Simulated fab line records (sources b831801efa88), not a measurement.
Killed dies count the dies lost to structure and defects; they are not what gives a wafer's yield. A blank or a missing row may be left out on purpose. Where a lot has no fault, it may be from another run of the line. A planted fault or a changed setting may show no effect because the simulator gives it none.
What tool caused it?	flow gf180mcu	21 wafers from 7 lots sampled at 2 of the route's 602 steps

== WHAT THE GAUGES READ, wafer by wafer ==
GF_TOP_METAL_OVL_MEAS_15.
lot	measured	on	TOP_METAL_OVL (nm)
L803	day 28 14:49	overlay-02	0.0 -0.6 -3.2
L805	day 29 04:55	overlay-01	0.5 0.1 0.5
L808	day 30 02:10	overlay-02	0.4 -1.7 1.0
L810	day 30 15:58	overlay-02	0.9 1.2 0.2
L812	day 31 10:13	overlay-01	-0.3 -1.2 -2.0
L822	day 33 21:13	overlay-02	1.1 1.7 0.8
L824	day 34 13:10	overlay-02	-2.0 -0.8 0.2

== EACH LOT AND THE TOOL THAT RAN IT (in order: tool; ch and the chambers of the sampled wafers; start) ==
lot	GF_HV_LDD_STRIP_49
L803	plasma asher-02 ch 0,1, day 12 17:39
L805	plasma asher-01 ch 0,1, day 13 09:16
L808	plasma asher-03 ch 0,1, day 14 09:48
L810	plasma asher-02 ch 0,1, day 15 02:08
L812	plasma asher-03 ch 0,1, day 15 22:16
L822	plasma asher-03 ch 0,1, day 19 10:36
L824	plasma asher-02 ch 0,1, day 20 05:58
- GF_HV_LDD_STRIP_49: strips in O2/N2.

== THE ANSWER, worked out from the rows above alone ==
Rule: the usual values come from the lots themselves. Put in order of their means at a reading, lots are off if they are a third of the lots or fewer, leave a main group of 4 or more, and stand apart from it by a gap of 3 or more times the standard deviation of the main group's means; of several such gaps the widest counts. A main group whose means are all the same, to the digits that the tables above print for the reading, isn't used. A lot without any number at a reading at which 4 lots or more have one is off too. Any other lot the step has rows for is counted as sound.
No lot is off on any of the readings shown, so nothing can be concluded from this.

== WHAT THE SIMULATOR PUT IN ==
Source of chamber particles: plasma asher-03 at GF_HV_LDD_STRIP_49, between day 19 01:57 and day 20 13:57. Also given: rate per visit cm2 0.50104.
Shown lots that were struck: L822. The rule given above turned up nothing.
